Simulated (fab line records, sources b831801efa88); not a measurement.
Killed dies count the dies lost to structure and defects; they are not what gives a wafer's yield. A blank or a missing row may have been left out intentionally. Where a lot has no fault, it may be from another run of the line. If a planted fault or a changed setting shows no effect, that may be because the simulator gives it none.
Which of the tools did it?    flow gf180mcu    6 lots, 18 wafers sampled, at 3 steps of a route of 602

## WHAT THE GAUGES SHOWED, per wafer
GF_HV_LDD_RS_MEAS_53: a four-point-probe measurement.
lot   measured      on             HV_LDD_RS (ohm/sq)
L827  day 13 03:19  film metro-04  419.5 419.2 418.8
L833  day 14 21:04  film metro-03  417.9 418.5 418.5
L835  day 15 17:29  film metro-01  418.2 417.7 418.4
L838  day 16 15:18  film metro-01  419.0 418.3 417.7
L844  day 18 21:45  film metro-04  426.2 427.2 427.9
L847  day 19 17:49  film metro-04  427.1 426.6 427.2

## WHAT TOOL EACH LOT RAN ON (gives the tool, then ch and the chambers of the sampled wafers, and finally the start)
lot   GF_STI_CMP_25                 GF_HV_LDD_IMPLANT_09
L827  cmp-01 ch 0,1,3, day 2 17:38  implanter-02 ch 0, day 10 17:25
L833  cmp-01 ch 0,3, day 3 20:56    implanter-04 ch 0, day 12 07:50
L835  cmp-02 ch 0,1,2, day 4 09:31  implanter-04 ch 0, day 13 01:49
L838  cmp-02 ch 1,2,3, day 4 22:55  implanter-02 ch 0, day 13 20:56
L844  cmp-02 ch 0,1,2, day 6 07:17  implanter-03 ch 0, day 15 23:46
L847  cmp-01 ch 2,3, day 6 20:59    implanter-03 ch 0, day 16 18:35
- GF_STI_CMP_25: polishes, stops on Si3N4, t overpolish 33 s, target thk 524.6 nm.
- GF_HV_LDD_IMPLANT_09

## THE ANSWER, worked out from the rows above alone
Rule: the usual values come from the lots themselves. The widest of any qualifying gaps counts: lots, ordered by their means at a reading, are off when they make up no more than a third of the lots, leave a main group of 4 or more, and stand apart from it by 3 or more times the standard deviation of that group's means. A main group is skipped when, at the precision printed for the reading in the tables above, its means are all equal. A lot without any number at a reading at which 4 lots or more have one is off too. The other lots that the step has rows for count as sound.
Off: L844, L847, at GF_HV_LDD_RS_MEAS_53 (HV_LDD_RS). Mean 418.5 ohm/sq and standard deviation 0.41 in the main group.
If a tool, at a process step before that reading, ran all the lots that are off and no sound lot after the first of them, it fits. Those tools and the gauges at GF_HV_LDD_RS_MEAS_53 are tried in the same way. Can't be told from this: 2 tools fit, implanter-03 at GF_HV_LDD_IMPLANT_09, film metro-04 at GF_HV_LDD_RS_MEAS_53.

## WHAT HAD BEEN PUT IN BY THE SIMULATOR
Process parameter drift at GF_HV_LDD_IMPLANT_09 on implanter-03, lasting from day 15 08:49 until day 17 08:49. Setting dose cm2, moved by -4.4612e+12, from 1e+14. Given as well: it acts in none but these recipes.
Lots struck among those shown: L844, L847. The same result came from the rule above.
